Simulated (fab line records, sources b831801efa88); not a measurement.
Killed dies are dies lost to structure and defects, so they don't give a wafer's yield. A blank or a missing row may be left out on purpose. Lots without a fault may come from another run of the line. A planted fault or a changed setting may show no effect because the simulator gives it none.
fab line records | flow sky130
record lots=6 wafers=18 last_day=49
route steps=708 shown CONTACT@415 METAL1@434 PAD_OPEN@708
lots that met no fault: from a run of the same line without faults
start_h: hours from the record's first day to the start of the lot's first wafer shown | wait_h: hours since the lot's step before | " the same as in the row above | L1.1+2: a row that stands for several wafers | - no value, or no start given | * or withheld: withheld | < > ~ a bound
route shown NAME@n: a module of which the file shows steps, and the number in the route of the first | usual: mean/standard deviation of fault-free wafers | same: alike in all rows | chamber/n: place in a boat | sites: the reading at each site | _std_site: their standard deviation | _edge_site: outer sites' mean less inner sites' | radius_mm: how far each site lies from the wafer's centre | mask NAME#n: copy n | behind: the tool/chamber that last shaped the wafer | hold: why the lot was held/for how many hours/how that ended | device: the transistor (n, p or np) that didn't switch | end of line: the same wafers' tests at the end of the route | a step without rows: its recipe alone | killed: dies lost to structure and defects at the first sort, not the wafer's yield | map: a wafer's dies, x killed, . not, _ none there
set.NAME: the setting as run; set.NAME@STEP: as run at that earlier step | model.NAME: the simulator's own value behind a step, which no gauge read
lots at some steps of the route; a table a step, a row a wafer
services: from which hour (start_h, from the record's first day; less than 0 if before it) a tool's chamber was out of use, for how many hours, and why
## steps
# step SKY_CONTACT_COAT_09
# recipe resist=KrF-thick spin_rpm=3000 resist_thk_nm=450
# step SKY_CONTACT_SOFTBAKE_10
# recipe temp_c=99.67 time_s=90 resist=KrF-thick
# step SKY_CONTACT_EXPOSE_11
# recipe mask_id=CTM1 na=0.8 source_shape=annular sigma_inner=0.55 sigma_outer=0.85 target_cd_nm=170 dose_mj=38
# step SKY_CONTACT_PEB_12
# recipe peb_temp_c=withheld peb_time_s=withheld resist=KrF-thick
# step SKY_CONTACT_DEVELOP_13
# recipe develop_time_s=60 resist=KrF-thick dev_temp_c=21
# step SKY_CONTACT_CD_MEAS_14
# recipe target_cd_nm=170
# usual cd_nm=170.0/1.7
# columns lot.wafer tool chamber start_h wait_h cd_nm
L206.1 cd_sem-02 - 761.22 - 172.2
L206.4 " - " " 173.2
L206.5 " - " " 171.7
L211.4 cd_sem-01 - 810.83 - 170.9
L211.5 " - " " 173.0
L211.6 " - " " 171.8
L214.1 cd_sem-01 - 827.11 - 167.9
L214.3 " - " " 169.7
L214.4 " - " " 167.3
L215.1 cd_sem-01 - 836.82 - 169.2
L215.3 " - " " 169.5
L215.5 " - " " 170.0
L217.2 cd_sem-02 - 844.99 - 169.3
L217.4 " - " " 170.4
L217.6 " - " " 169.2
L222.1 cd_sem-02 - 881.32 - 168.0
L222.4 " - " " 166.8
L222.6 " - " " 166.8
# step SKY_CONTACT_OVL_MEAS_15
# usual CONTACT_OVL=0/4.8
# columns lot.wafer tool chamber start_h wait_h CONTACT_OVL[nm]
L206.1 overlay-01 - 761.34 0.1 4
L206.4 " - " " -3
L206.5 " - " " -1
L211.4 overlay-02 - 810.91 0.1 -6
L211.5 " - " " -6
L211.6 " - " " -9
L214.1 overlay-01 - 827.23 0.1 0
L214.3 " - " " 6
L214.4 " - " " 0
L215.1 overlay-02 - 836.94 0.1 -3
L215.3 " - " " -4
L215.5 " - " " -8
L217.2 overlay-02 - 845.10 0.1 -4
L217.4 " - " " -2
L217.6 " - " " -8
L222.1 overlay-02 - 881.44 0.1 -4
L222.4 " - " " 1
L222.6 " - " " -1
# step SKY_CONTACT_ETCH_16
# recipe chemistry=N2/H2 target=BARC ion_energy_ev=200 source_w=500 bias_w=100 pressure_mtorr=30 n2_flow_sccm=100 h2_flow_sccm=200 stop_on=SiO2 time_s=45.9 target_depth_a=600
# step SKY_CONTACT_ETCH_17
# recipe target=SiO2 chemistry=C4F8/O2/Ar stop_on=Si3N4 mask_material=KrF-thick source_w=1527 bias_w=1200 pressure_mtorr=40 c4f8_flow_sccm=withheld O2_flow_sccm=6 Ar_flow_sccm=300 time_s=withheld target_depth_a=3400
# usual oes_product_au=0.892/0.0053
# columns lot.wafer tool chamber start_h wait_h oes_product_au
L206.1 rie_diel-01 2 761.42 0.0 0.896
L206.4 " 0 " " 0.890
L206.5 " 0 " " 0.891
L211.4 rie_diel-01 3 810.97 0.0 0.888
L211.5 " 0 " " 0.885
L211.6 " 3 " " 0.894
L214.1 rie_diel-01 2 827.31 0.0 0.892
L214.3 " 1 " " 0.891
L214.4 " 3 " " 0.893
L215.1 rie_diel-04 1 837.02 0.0 0.887
L215.3 " 0 " " 0.890
L215.5 " 0 " " 0.896
L217.2 rie_diel-03 0 845.17 0.0 0.891
L217.4 " 1 " " 0.890
L217.6 " 0 " " 0.887
L222.1 rie_diel-01 1 881.52 0.0 0.890
L222.4 " 3 " " 0.889
L222.6 " 2 " " 0.908
# step SKY_CONTACT_ETCH_18
# recipe target=Si3N4 chemistry=CHF3/O2 stop_on=TiN source_w=600 bias_w=200 pressure_mtorr=40 chf3_flow_sccm=50 O2_flow_sccm=5 time_s=39 target_depth_a=750
# step SKY_CONTACT_STRIP_19
# recipe chemistry=O2/N2 power_w=1400 pressure_mtorr=1500 platen_temp_c=withheld o2_flow_sccm=3000 n2_flow_sccm=300 overash_fraction=0.5
# step SKY_CONTACT_STRIP_20
# recipe chemistry=post_etch_residue_remover time_s=1200 temp_c=72.5
# step SKY_CONTACT_CLEAN_21
# recipe chemistry=IPA time_s=180 temp_c=25
# columns lot.wafer tool chamber start_h wait_h
L206.1+4+5 wet_bench-04 3 762.02 0.0
L211.4+5+6 wet_bench-03 3 811.50 0.0
L214.1+3+4 wet_bench-03 0 827.84 0.0
L215.1+3+5 wet_bench-03 1 837.55 0.0
L217.2+4+6 wet_bench-02 3 845.70 0.0
L222.1+4+6 wet_bench-02 1 882.05 0.0
# step SKY_CONTACT_CLEAN_22
# recipe chemistry=O3/DIW dry=n2_spin
# step SKY_CONTACT_SPUTTER_23
# recipe material=TiN target_thk_nm=20 chamber_pressure_pa=5 power_w=4000 time_s=80
# usual throttle_valve_pct=29.8/1
# columns lot.wafer tool chamber start_h wait_h throttle_valve_pct
L206.1 pvd_sputter-02 - 762.17 0.0 29.8
L206.4 " - " " 29.1
L206.5 " - " " 30.1
L211.4 pvd_sputter-03 - 811.65 0.0 30.1
L211.5 " - " " 27.7
L211.6 " - " " 31.0
L214.1 pvd_sputter-04 - 827.99 0.0 31.5
L214.3 " - " " 28.7
L214.4 " - " " 29.5
L215.1 pvd_sputter-03 - 837.81 0.0 31.2
L215.3 " - " " 30.8
L215.5 " - " " 31.0
L217.2 pvd_sputter-03 - 845.85 0.0 30.4
L217.4 " - " " 31.0
L217.6 " - " " 30.7
L222.1 pvd_sputter-02 - 882.21 0.0 29.3
L222.4 " - " " 29.3
L222.6 " - " " 29.2
# step SKY_CONTACT_CVD_24
# recipe material=W target_thk_nm=340 time_s=102.12 temp_c=400 pressure_torr=40
# step SKY_CONTACT_RS_MEAS_25
# recipe thk_meas_gauge=four-point-probe reads=W_of_CONTACT_CVD_24+TiN_of_CONTACT_SPUTTER_23
# usual CONTACT_W_RS=0.340/0.0041
# columns lot.wafer tool chamber start_h wait_h CONTACT_W_RS[ohm/sq]
L206.1 film_metro-02 - 762.35 0.1 0.346
L206.4 " - " " 0.338
L206.5 " - " " 0.335
L211.4 film_metro-01 - 811.88 0.1 0.346
L211.5 " - " " 0.341
L211.6 " - " " 0.348
L214.1 film_metro-03 - 828.17 0.1 0.348
L214.3 " - " " 0.345
L214.4 " - " " 0.338
L215.1 film_metro-03 - 837.98 0.1 0.345
L215.3 " - " " 0.344
L215.5 " - " " 0.344
L217.2 film_metro-03 - 846.04 0.1 0.341
L217.4 " - " " 0.344
L217.6 " - " " 0.343
L222.1 film_metro-03 - 882.38 0.1 0.341
L222.4 " - " " 0.333
L222.6 " - " " 0.340
# step SKY_CONTACT_THK_MEAS_26
# recipe thk_meas_gauge=xrf reads=W_of_CONTACT_CVD_24
# usual CONTACT_W_THK=338/4.9
# columns lot.wafer tool chamber start_h wait_h CONTACT_W_THK[nm]
L206.1 film_metro-02 - 762.47 0.1 335
L206.4 " - " " 343
L206.5 " - " " 346
L211.4 film_metro-01 - 811.97 0.1 329
L211.5 " - " " 336
L211.6 " - " " 328
L214.1 film_metro-03 - 828.29 0.1 331
L214.3 " - " " 333
L214.4 " - " " 337
L215.1 film_metro-03 - 838.10 0.1 331
L215.3 " - " " 333
L215.5 " - " " 335
L217.2 film_metro-03 - 846.15 0.1 337
L217.4 " - " " 337
L217.6 " - " " 337
L222.1 film_metro-03 - 882.50 0.1 332
L222.4 " - " " 340
L222.6 " - " " 335
# step SKY_CONTACT_CMP_27
# recipe stop_on=SiO2 t_overpolish_s=15 down_force_psi=3.5 platen_rpm=60 target_thk_nm=0 pad_velocity_m_s=0.94248
# step SKY_METAL1_SPUTTER_00
# recipe material=Ti target_thk_nm=15 power_w=3000 time_s=10 chamber_pressure_pa=0.4
# usual throttle_valve_pct=29.9/0.95
# columns lot.wafer tool chamber start_h wait_h throttle_valve_pct
L206.1 pvd_sputter-01 - 762.83 0.1 30.9
L206.4 " - " " 29.7
L206.5 " - " " 28.8
L211.4 pvd_sputter-02 - 812.30 0.2 29.7
L211.5 " - " " 29.7
L211.6 " - " " 29.0
L214.1 pvd_sputter-01 - 828.65 0.1 30.8
L214.3 " - " " 29.0
L214.4 " - " " 31.0
L215.1 pvd_sputter-01 - 838.46 0.1 28.7
L215.3 " - " " 29.8
L215.5 " - " " 28.9
L217.2 pvd_sputter-02 - 846.50 0.2 30.0
L217.4 " - " " 30.1
L217.6 " - " " 29.4
L222.1 pvd_sputter-01 - 882.86 0.1 31.2
L222.4 " - " " 30.9
L222.6 " - " " 29.8
# step SKY_METAL1_SPUTTER_01
# recipe material=TiN target_thk_nm=20 power_w=6500 time_s=16.7 chamber_pressure_pa=0.4
# step SKY_METAL1_SPUTTER_02
# recipe material=AlCu target_thk_nm=250 power_w=10600 time_s=13.3 chamber_pressure_pa=0.4
# usual throttle_valve_pct=29.9/0.96
# columns lot.wafer tool chamber start_h wait_h throttle_valve_pct
L206.1 pvd_sputter-01 - 762.87 0.0 31.2
L206.4 " - " " 29.8
L206.5 " - " " 29.0
L211.4 pvd_sputter-02 - 812.35 0.0 29.3
L211.5 " - " " 30.2
L211.6 " - " " 29.4
L214.1 pvd_sputter-01 - 828.69 0.0 30.8
L214.3 " - " " 28.9
L214.4 " - " " 30.7
L215.1 pvd_sputter-01 - 838.51 0.0 28.7
L215.3 " - " " 29.6
L215.5 " - " " 28.9
L217.2 pvd_sputter-02 - 846.55 0.0 30.1
L217.4 " - " " 30.0
L217.6 " - " " 29.3
L222.1 pvd_sputter-01 - 882.91 0.0 31.1
L222.4 " - " " 30.8
L222.6 " - " " 29.7
# step SKY_METAL1_SPUTTER_03
# recipe material=Ti target_thk_nm=5 power_w=3000 time_s=3.3 chamber_pressure_pa=0.4
# step SKY_METAL1_SPUTTER_04
# recipe material=TiN target_thk_nm=70 power_w=6500 time_s=58.3 chamber_pressure_pa=0.4
# step SKY_METAL1_RS_MEAS_05
# recipe thk_meas_gauge=four-point-probe reads=TiN_of_METAL1_SPUTTER_04+Ti_of_METAL1_SPUTTER_03+AlCu_of_METAL1_SPUTTER_02+TiN_of_METAL1_SPUTTER_01+Ti_of_METAL1_SPUTTER_00
# usual METAL1_ALCU_RS=0.1276/0.0017
# columns lot.wafer tool chamber start_h wait_h METAL1_ALCU_RS[ohm/sq]
L206.1 film_metro-02 - 762.97 0.0 0.1277
L206.4 " - " " 0.1289
L206.5 " - " " 0.1275
L211.4 film_metro-04 - 812.50 0.1 0.1275
L211.5 " - " " 0.1270
L211.6 " - " " 0.1287
L214.1 film_metro-03 - 828.79 0.0 0.1276
L214.3 " - " " 0.1240
L214.4 " - " " 0.1276
L215.1 film_metro-03 - 838.60 0.0 0.1269
L215.3 " - " " 0.1308
L215.5 " - " " 0.1286
L217.2 film_metro-03 - 846.66 0.0 0.1274
L217.4 " - " " 0.1269
L217.6 " - " " 0.1273
L222.1 film_metro-02 - 883.00 0.0 0.1287
L222.4 " - " " 0.1303
L222.6 " - " " 0.1299
# step SKY_METAL1_THK_MEAS_06
# recipe thk_meas_gauge=xrf reads=AlCu_of_METAL1_SPUTTER_02
# usual METAL1_ALCU_THK=246/3.6
# columns lot.wafer tool chamber start_h wait_h METAL1_ALCU_THK[nm]
L206.1 film_metro-02 - 763.09 0.1 244
L206.4 " - " " 242
L206.5 " - " " 248
L211.4 film_metro-04 - 812.59 0.1 243
L211.5 " - " " 245
L211.6 " - " " 240
L214.1 film_metro-03 - 828.91 0.1 247
L214.3 " - " " 255
L214.4 " - " " 248
L215.1 film_metro-03 - 838.72 0.1 247
L215.3 " - " " 241
L215.5 " - " " 246
L217.2 film_metro-03 - 846.77 0.1 249
L217.4 " - " " 247
L217.6 " - " " 246
L222.1 film_metro-02 - 883.12 0.1 242
L222.4 " - " " 240
L222.6 " - " " 242
# step SKY_METAL1_DEHYDRATE_07
# recipe temp_c=200 time_s=60
# step SKY_METAL1_HMDS_08
# recipe prime_time_s=60 prime_temp_c=120
# step SKY_METAL1_COAT_09
# recipe resist=BARC temp_c=withheld time_s=withheld spin_rpm=3000 resist_thk_nm=60
# step SKY_METAL1_COAT_10
# recipe resist=KrF-thick spin_rpm=3000 resist_thk_nm=450
# step SKY_METAL1_SOFTBAKE_11
# recipe temp_c=100 time_s=90 resist=KrF-thick
# step SKY_METAL1_EXPOSE_12
# recipe mask_id=MM1 na=0.8 source_shape=annular sigma_inner=0.55 sigma_outer=0.85 target_cd_nm=140 dose_mj=28
# step SKY_METAL1_PEB_13
# recipe peb_temp_c=withheld peb_time_s=withheld resist=KrF-thick
# step SKY_METAL1_DEVELOP_14
# recipe develop_time_s=60 resist=KrF-thick dev_temp_c=21
# step SKY_METAL1_CD_MEAS_15
# recipe target_cd_nm=140
# usual cd_nm=140.0/1.7
# columns lot.wafer tool chamber start_h wait_h cd_nm
L206.1 cd_sem-02 - 789.07 - 143.2
L206.4 " - " " 143.1
L206.5 " - " " 143.0
L211.4 cd_sem-01 - 838.78 - 137.3
L211.5 " - " " 138.0
L211.6 " - " " 138.6
L214.1 cd_sem-02 - 855.16 - 139.5
L214.3 " - " " 138.9
L214.4 " - " " 139.9
L215.1 cd_sem-01 - 864.17 - 143.0
L215.3 " - " " 142.7
L215.5 " - " " 142.3
L217.2 cd_sem-01 - 872.94 - 137.9
L217.4 " - " " 137.4
L217.6 " - " " 137.0
L222.1 cd_sem-01 - 908.66 - 141.5
L222.4 " - " " 140.2
L222.6 " - " " 140.1
# step SKY_METAL1_OVL_MEAS_16
# usual METAL1_OVL=1/4.3
# columns lot.wafer tool chamber start_h wait_h METAL1_OVL[nm]
L206.1 overlay-01 - 789.19 0.1 8
L206.4 " - " " 8
L206.5 " - " " 7
L211.4 overlay-01 - 838.86 0.1 1
L211.5 " - " " -2
L211.6 " - " " 4
L214.1 overlay-01 - 855.28 0.1 5
L214.3 " - " " 4
L214.4 " - " " 0
L215.1 overlay-02 - 864.29 0.1 -5
L215.3 " - " " -2
L215.5 " - " " -11
L217.2 overlay-02 - 873.04 0.1 2
L217.4 " - " " 6
L217.6 " - " " 5
L222.1 overlay-01 - 908.78 0.1 4
L222.4 " - " " 2
L222.6 " - " " -2
# step SKY_METAL1_DESCUM_17
# recipe chemistry=O2 source_power_w=150 bias_power_w=0 pressure_mtorr=10 temp_c=40 time_s=8
# usual drypump_motor_current_A=5.9/0.4 oes_product_au=1.001/0.012
# columns lot.wafer tool chamber start_h wait_h drypump_motor_current_A oes_product_au rf_hours_counter_h
L206.1 rie_metal-03 1 789.23 0.0 6.1 0.982 12
L206.4 " 0 " " 5.9 1.002 -
L206.5 " 1 " " 6.1 0.983 -
L211.4 rie_metal-01 0 838.89 0.0 5.5 0.995 -
L211.5 " 1 " " 6.4 0.997 -
L211.6 " 0 " " 5.4 1.012 -
L214.1 rie_metal-04 0 855.32 0.0 5.6 1.012 4
L214.3 " 0 " " 5.6 1.009 -
L214.4 " 0 " " 5.6 1.003 -
L215.1 rie_metal-03 1 864.32 0.0 6.1 0.990 14
L215.3 " 1 " " 6.1 0.991 -
L215.5 " 1 " " 6.1 0.977 -
L217.2 rie_metal-01 1 873.07 0.0 6.4 1.016 8
L217.4 " 0 " " 5.5 1.007 -
L217.6 " 1 " " 6.4 1.007 -
L222.1 rie_metal-03 0 908.82 0.0 5.8 0.987 5
L222.4 " 0 " " 5.8 0.980 -
L222.6 " 1 " " 6.1 0.988 -
# step SKY_METAL1_ETCH_18
# recipe chemistry=N2/H2 target=BARC ion_energy_ev=200 bias_w=100 pressure_mtorr=30 n2_flow_sccm=100 h2_flow_sccm=200 icp_w=500 stop_on=SiO2 time_s=47.78 target_depth_a=600
# step SKY_METAL1_METAL_ETCH_19
# recipe target_depth_a=3600 stop_on=SiO2 over_etch_frac=0.3 time_s=78 chemistry=Cl2/BCl3 resist_sidewall_deg=88 pressure_mtorr=10 icp_w=900 bias_w=48.5 Cl2_flow_sccm=60 bcl3_flow_sccm=30
# step SKY_METAL1_STRIP_20
# recipe chemistry=O2/N2 power_w=1400 pressure_mtorr=1500 platen_temp_c=withheld o2_flow_sccm=3000 n2_flow_sccm=300 overash_fraction=0.5
# step SKY_METAL1_STRIP_21
# recipe chemistry=post_etch_residue_remover time_s=1200 temp_c=72.5
# step SKY_METAL1_CLEAN_22
# recipe chemistry=IPA time_s=180 temp_c=25
# step SKY_PAD_OPEN_PROBE_99
# usual killed_at_M0_to_M3=44/7.1 killed_at_M4_up=3/1.6 killed_at_contacts=24/5.4 killed_at_front_end=15/4.7 killed_at_other=0.3/0.51 killed_dies=87/9.9 killed_open=48/7.6 killed_short=39/6.3
# same gross_dies=492 killed_at_back_side=0
# columns lot.wafer tool chamber start_h wait_h killed_at_M0_to_M3 killed_at_M4_up killed_at_contacts killed_at_front_end killed_at_other killed_dies killed_open killed_short
L211.4 prober-01 - 1134.35 0.2 41 3 36 11 1 92 57 35
L211.5 prober-01 - 1134.40 0.2 53 6 32 11 0 102 46 56
L211.6 prober-01 - 1134.45 0.2 39 3 29 9 0 80 55 25
L214.1 prober-01 - 1143.72 0.1 54 4 40 20 2 120 53 43
L214.3 prober-01 - 1143.82 0.2 44 3 54 17 1 119 47 41
L214.4 prober-01 - 1143.87 0.2 52 2 41 12 0 107 43 41
L215.1 prober-02 - 1153.89 0.1 41 1 76 14 0 132 45 36
L215.3 prober-02 - 1153.99 0.2 49 1 74 14 1 139 51 34
L215.5 prober-02 - 1154.09 0.2 41 3 73 21 0 138 48 38
L217.2 prober-02 - 1158.08 0.1 46 4 37 18 1 106 60 46
L217.4 prober-02 - 1158.18 0.2 28 2 21 20 0 71 41 30
L217.6 prober-02 - 1158.28 0.2 51 3 26 10 0 90 42 48
L222.1 prober-01 - 1180.69 0.1 36 5 25 20 1 87 50 37
L222.4 prober-01 - 1180.84 0.2 39 3 28 23 0 93 50 43
L222.6 prober-01 - 1180.94 0.2 40 4 32 18 0 94 52 42
# killed by level:class
L211.4 CONTACT:geometric_particle:open=15 VIA1:geometric_particle:open=11 LI_CONTACT:geometric_particle:open=9 VIA1:geometric_particle:short=8 VIA2:geometric_particle:open=6 METAL1:geometric_particle:short=5 LOCAL_INTERCONNECT:geometric_particle:short=4 CONTACT:geometric_particle:short=4
L211.5 VIA1:geometric_particle:open=15 CONTACT:geometric_particle:short=10 VIA1:geometric_particle:short=9 VIA2:geometric_particle:open=9 LI_CONTACT:geometric_particle:open=8 FIELD_ISO:geometric_particle:short=6 LOCAL_INTERCONNECT:geometric_particle:short=6 CONTACT:geometric_particle:open=6
L211.6 CONTACT:geometric_particle:open=11 VIA2:geometric_particle:open=10 METAL1:geometric_particle:short=7 LOCAL_INTERCONNECT:geometric_particle:open=6 LI_CONTACT:geometric_particle:open=5 VIA1:geometric_particle:open=5 VIA3:geometric_particle:open=5 CONTACT:geometric_particle:short=4
L214.1 CONTACT:unspecified=24 VIA1:geometric_particle:open=14 CONTACT:geometric_particle:open=7 METAL2:geometric_particle:short=7 VIA3:geometric_particle:open=7 FIELD_ISO:geometric_particle:open=6 VIA1:geometric_particle:short=6 FIELD_ISO:geometric_particle:short=4
L214.3 CONTACT:unspecified=31 VIA1:geometric_particle:open=12 CONTACT:geometric_particle:open=8 VIA1:geometric_particle:short=7 CONTACT:geometric_particle:short=6 VIA2:geometric_particle:short=5 LI_CONTACT:geometric_particle:open=5 VIA3:geometric_particle:open=5
L214.4 CONTACT:unspecified=23 VIA1:geometric_particle:open=14 VIA1:geometric_particle:short=10 METAL2:geometric_particle:short=8 CONTACT:geometric_particle:open=7 LI_CONTACT:geometric_particle:short=5 POLY_GATE:geometric_particle:short=4 POLY_GATE:geometric_particle:open=4
L215.1 CONTACT:unspecified=51 CONTACT:geometric_particle:open=12 VIA1:geometric_particle:open=9 VIA2:geometric_particle:open=7 VIA1:geometric_particle:short=6 LI_CONTACT:geometric_particle:open=6 METAL2:geometric_particle:short=6 FIELD_ISO:geometric_particle:open=5
L215.3 CONTACT:unspecified=54 VIA1:geometric_particle:open=11 VIA1:geometric_particle:short=7 VIA3:geometric_particle:open=7 POLY_GATE:geometric_particle:open=6 CONTACT:geometric_particle:open=6 METAL1:geometric_particle:short=6 LI_CONTACT:geometric_particle:open=5
L215.5 CONTACT:unspecified=52 VIA1:geometric_particle:open=9 POLY_GATE:geometric_particle:open=7 CONTACT:geometric_particle:open=7 METAL1:geometric_particle:short=7 LI_CONTACT:geometric_particle:open=5 METAL2:geometric_particle:short=5 VIA3:geometric_particle:open=5
L217.2 CONTACT:geometric_particle:open=13 VIA3:geometric_particle:open=9 LI_CONTACT:geometric_particle:open=9 LOCAL_INTERCONNECT:geometric_particle:short=7 METAL1:geometric_particle:short=7 VIA1:geometric_particle:open=7 VIA1:geometric_particle:short=6 VIA2:geometric_particle:open=6
L217.4 CONTACT:geometric_particle:open=9 FIELD_ISO:geometric_particle:open=7 VIA2:geometric_particle:open=7 VIA3:geometric_particle:open=5 POLY_GATE:geometric_particle:short=4 LI_CONTACT:geometric_particle:open=4 POLY_GATE:geometric_particle:open=3 SPACER:geometric_particle:short=3
L217.6 METAL1:geometric_particle:short=11 VIA1:geometric_particle:open=9 VIA3:geometric_particle:open=9 CONTACT:geometric_particle:open=8 VIA3:geometric_particle:short=6 CONTACT:geometric_particle:short=5 LI_CONTACT:geometric_particle:open=5 LI_CONTACT:geometric_particle:short=4
L222.1 LI_CONTACT:geometric_particle:open=8 VIA1:geometric_particle:open=8 FIELD_ISO:geometric_particle:open=7 LOCAL_INTERCONNECT:geometric_particle:short=7 CONTACT:geometric_particle:open=6 POLY_GATE:geometric_particle:short=5 VIA3:geometric_particle:open=5 METAL2:geometric_particle:short=4
L222.4 VIA1:geometric_particle:open=12 LI_CONTACT:geometric_particle:open=9 CONTACT:geometric_particle:open=8 FIELD_ISO:geometric_particle:open=6 POLY_GATE:geometric_particle:short=5 CONTACT:geometric_particle:short=5 VIA1:geometric_particle:short=5 METAL2:geometric_particle:short=4
L222.6 LI_CONTACT:geometric_particle:open=11 VIA1:geometric_particle:open=11 METAL1:geometric_particle:short=7 VIA2:geometric_particle:open=7 POLY_GATE:geometric_particle:open=6 CONTACT:geometric_particle:short=6 CONTACT:geometric_particle:open=6 LOCAL_INTERCONNECT:geometric_particle:short=5
# map L214.1 (x killed, . not)
__________xxxxxx...._________
________xxxxxxxxx....._______
______...x.xxxxx.x.x..x._____
_____xx....xxxx..x.....x.____
____......x.x.x.x......x..___
___..x..xx..........xx.....__
__.....x..x.x.x...xx....x.x._
_.x....x.....x.....xx.x..x...
_.....xx....x.x..............
_x...x..x....x.x....x...x....
_..x....x...xx...............
_x.x...xx.......x.......x.x.x
_x..x.x......x..xx.......x...
_...............x.......x...x
_....x....xx...x.....x......x
__.x...x..........x..x...xx._
___................x...x...__
____x....................x___
_____.x.......x....x...x.____
______.x....x...x.....x._____
________...x..x...x.x._______
__________.......x.x_________
# map L215.3 (x killed, . not)
__________.....x...x_________
________.....x........_______
______..x.......x....x.._____
_____....x........x....x.____
____.x..xx...x...x..x.....___
___...............x......x.__
__x..xx......x.x...x.......x_
_..xxx........x.x.xx.......x.
_.x.............x...x...xx...
_x..........x...x.......x....
_...x.........xx.............
_...x..x..xx.x...x...xx......
_...x..x...x.xxxxxx..x....x..
_.......x...xxxxxxxx....x....
_x..x.......xxxxxxxxxx..x.x..
__xx.........xxxxxxxxx.xx.x._
___.........xxxxxxxxxxx..xx__
____xx........xxxxxxx.x...___
_____..x.x....xxx.xxx..x.____
______.x.x....x........._____
________.....x........_______
__________.......x.x_________
## services
# columns tool chamber start_h hours kind
wet_bench-02 - 742.43 2.2 repair
pvd_sputter-04 - 744.15 6.1 repair
rie_diel-03 0 755.05 2.0 repair
pvd_sputter-02 - 768.92 1.3 repair
rie_diel-03 - 769.78 0.2 repair
pvd_sputter-04 - 775.43 6.5 repair
rie_diel-03 - 776.04 0.5 repair
pvd_sputter-02 - 784.41 3.3 repair
rie_diel-04 - 787.36 0.3 repair
rie_diel-04 1 789.21 6.0 repair
rie_diel-04 - 790.58 0.4 repair
pvd_sputter-02 - 798.60 5.5 repair
rie_diel-03 2 807.17 1.8 repair
rie_diel-03 0 816.13 8.8 repair
wet_bench-04 - 824.31 3.6 repair
rie_metal-04 1 824.95 24.5 repair
wet_bench-04 - 827.95 4.4 pm
wet_bench-04 - 841.48 3.6 repair
rie_diel-04 2 851.78 5.5 repair
pvd_sputter-02 - 853.56 1.4 repair
rie_diel-01 - 855.12 0.7 repair
rie_metal-03 0 860.64 5.8 repair
pvd_sputter-01 - 878.99 1.3 repair
pvd_sputter-01 - 908.66 1.5 repair
## key
first_sign step=SKY_PAD_OPEN_PROBE_99 reading=killed_at_contacts direction=up sigmas=6.5 usual=24 struck=60
effect step=SKY_PAD_OPEN_PROBE_99 reading=killed_dies direction=up sigmas=3.9 usual=87 struck=126
met_at SKY_CONTACT_CLEAN_21
struck_wafers L214.1,L214.3,L214.4,L215.1,L215.3,L215.5
tester_left_out L214,L215
onset_between 811.50 827.84
fault kind=chamber_particle_source tool=wet_bench-03 chamber=- onset_h=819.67 steps=SKY_CONTACT_CLEAN_21 rate_per_visit_cm2=0.6804 end_h=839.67
# tester_left_out: of these lots the tester's yield and bins aren't shown, on N5 and GAA mostly nor the transistor test; their killed dies are dies lost to structure and defects alone, not to doping, threshold or leakage, so they don't give the yield
